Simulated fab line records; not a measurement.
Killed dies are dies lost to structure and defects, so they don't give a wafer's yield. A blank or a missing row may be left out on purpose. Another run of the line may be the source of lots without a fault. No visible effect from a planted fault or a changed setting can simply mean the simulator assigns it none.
Comparing a struck lot with a sound one + flow gf180mcu + 43 out of 602 route steps
Sound: wafers L756.3, L756.4, L756.6. Wafers struck: L764.1, L764.3, L764.6. At the end, the cause is stated.
Per side, at each step with rows, come the tool, then ch with its chambers, and then its first start. Under that, the readings that differ: sound wafers + struck wafers + difference of the means + sigmas: that difference in standard deviations of wafers without a fault.
alike: same words and numbers on both sides, and readings whose means sit less than 2 such deviations apart. not compared: any withheld reading, any reading some wafer has no value for, any bound like >300 that may hide the same value, and any number with overlapping values for which the record gives no deviation.
A row with sigmas, a row that says differs or no value, or rows on one side alone: a step with any of these is where the two part. When numbers do not overlap yet have no deviation, they are printed without sigmas and do not part them. A reading that every wafer of one side lacks parts them only if that side has two wafers or more.

first, 1 step without rows for these wafers: GF_LVPWELL_IMPLANT_09.
GF_LVPWELL_STRIP_10: strips in O2/N2.
  sound on plasma_asher-02 ch 0,1, day 4 20:29; struck on plasma_asher-03 ch 0,1, day 6 16:44
  alike: drypump_motor_current_A, heater_power_w, oes_product_au, strip_time_to_endpoint_s
  not compared: rf_hours_counter_h
GF_LVPWELL_TW_MEAS_11:
  struck on film_metro-02, day 6 16:50; sound on film_metro-04, day 4 20:35
  alike: LVPWELL_TW
then, 7 steps without rows for these wafers: GF_MVSD_DEHYDRATE_00 (time 60 s); GF_MVSD_HMDS_01 (prime time 60 s); GF_MVSD_COAT_02 (resist thk 3000 nm); GF_MVSD_SOFTBAKE_03; GF_MVSD_EXPOSE_04 (exposes mask MVSD, target cd 1000 nm); GF_MVSD_PEB_05; GF_MVSD_DEVELOP_06 (develop time 60 s).
GF_MVSD_OVL_MEAS_07:
  struck on overlay-01, day 7 08:16; sound on overlay-02, day 5 10:14
  alike: MVSD_OVL
next, for these wafers, 1 step has no rows: GF_MVSD_IMPLANT_08.
GF_MVSD_IMPLANT_09:
  struck on implanter-02, day 7 08:26; sound on implanter-02 ch 0, day 5 10:27
  no value came back on the struck wafers for beam_energy_keV, beam_on_s (s); on the sound wafers beam_energy_keV reads 100.01 100.04 100.02
GF_MVSD_STRIP_10: strips in O2/N2.
  sound on plasma_asher-01 ch 0,1, day 5 10:35; struck on plasma_asher-01 ch 0,1, day 7 08:35
  alike: drypump_motor_current_A, heater_power_w, oes_product_au, strip_time_to_endpoint_s
  not compared: rf_hours_counter_h
GF_MVSD_TW_MEAS_11:
  struck on film_metro-03, day 7 08:41; sound on film_metro-02, day 5 10:40
| reading | sound          | struck         | difference | sigmas |
|---------|----------------|----------------|------------|--------|
| MVSD_TW | 1572 1571 1569 | 1492 1494 1485 | -80        | -8     |
then, 7 steps without rows for these wafers: GF_MVPSD_DEHYDRATE_00 (time 60 s); GF_MVPSD_HMDS_01 (prime time 60 s); GF_MVPSD_COAT_02 (resist thk 3000 nm); GF_MVPSD_SOFTBAKE_03; GF_MVPSD_EXPOSE_04 (exposes mask MVPSD, target cd 1000 nm); GF_MVPSD_PEB_05; GF_MVPSD_DEVELOP_06 (develop time 60 s).
GF_MVPSD_OVL_MEAS_07:
  struck on overlay-02, day 8 00:43; sound on overlay-01, day 6 01:11
  alike: MVPSD_OVL
then, 2 steps without rows for these wafers: GF_MVPSD_IMPLANT_08; GF_MVPSD_IMPLANT_09.
GF_MVPSD_STRIP_10: strips in O2/N2.
  sound on plasma_asher-04 ch 0,1, day 6 01:32; struck on plasma_asher-03 ch 1, day 8 01:03
  alike: drypump_motor_current_A, heater_power_w, oes_product_au, strip_time_to_endpoint_s
  not compared: rf_hours_counter_h
GF_MVPSD_TW_MEAS_11:
  struck on film_metro-04, day 8 01:09; sound on film_metro-03, day 6 01:37
  alike: MVPSD_TW
then, 7 steps without rows for these wafers: GF_VT_IMPLANT_DEHYDRATE_00 (time 60 s); GF_VT_IMPLANT_HMDS_01 (prime time 60 s); GF_VT_IMPLANT_COAT_02 (resist thk 1000 nm); GF_VT_IMPLANT_SOFTBAKE_03 (time 60 s); GF_VT_IMPLANT_EXPOSE_04 (exposes mask LVPWELL LV AREA, target cd 600 nm); GF_VT_IMPLANT_PEB_05; GF_VT_IMPLANT_DEVELOP_06 (develop time 60 s).
GF_VT_IMPLANT_OVL_MEAS_07:
  struck on overlay-01, day 8 16:40; sound on overlay-02, day 6 16:32
  alike: VT_IMPLANT_OVL
next, for these wafers, 1 step has no rows: GF_VT_IMPLANT_IMPLANT_08.
GF_VT_IMPLANT_STRIP_09: strips in O2/N2.
  sound on plasma_asher-04 ch 0,1, day 6 16:44; struck on plasma_asher-03 ch 0,1, day 8 16:51
  alike: drypump_motor_current_A, heater_power_w, oes_product_au, strip_time_to_endpoint_s
  not compared: rf_hours_counter_h
GF_VT_IMPLANT_TW_MEAS_10:
  struck on film_metro-03, day 8 16:57; sound on film_metro-01, day 6 16:49
  alike: VT_IMPLANT_TW
then, 4 steps without rows for these wafers: GF_VT_IMPLANT_DEHYDRATE_11 (time 60 s); GF_VT_IMPLANT_HMDS_12 (prime time 60 s); GF_VT_IMPLANT_COAT_13 (resist thk 1000 nm); GF_VT_IMPLANT_SOFTBAKE_14 (time 60 s).
-- the record jumps here: 2 days lie between the struck wafers' starts before and after --
GF_VT_IMPLANT_RS_MEAS_46: the measuring method here is four-point-probe.
  struck on film_metro-03, day 10 22:07; sound on film_metro-02, day 8 17:00
| reading          | sound             | struck | difference                    | sigmas |
|------------------|-------------------|--------|-------------------------------|--------|
| MVSD_RS (ohm/sq) | 455.5 456.4 456.5 | - - -  | no value on the struck wafers |        |

WHERE THEY PART
At GF_MVSD_IMPLANT_09 first; at GF_VT_IMPLANT_RS_MEAS_46 last (within this record only).

WHY: what had been put in by the simulator
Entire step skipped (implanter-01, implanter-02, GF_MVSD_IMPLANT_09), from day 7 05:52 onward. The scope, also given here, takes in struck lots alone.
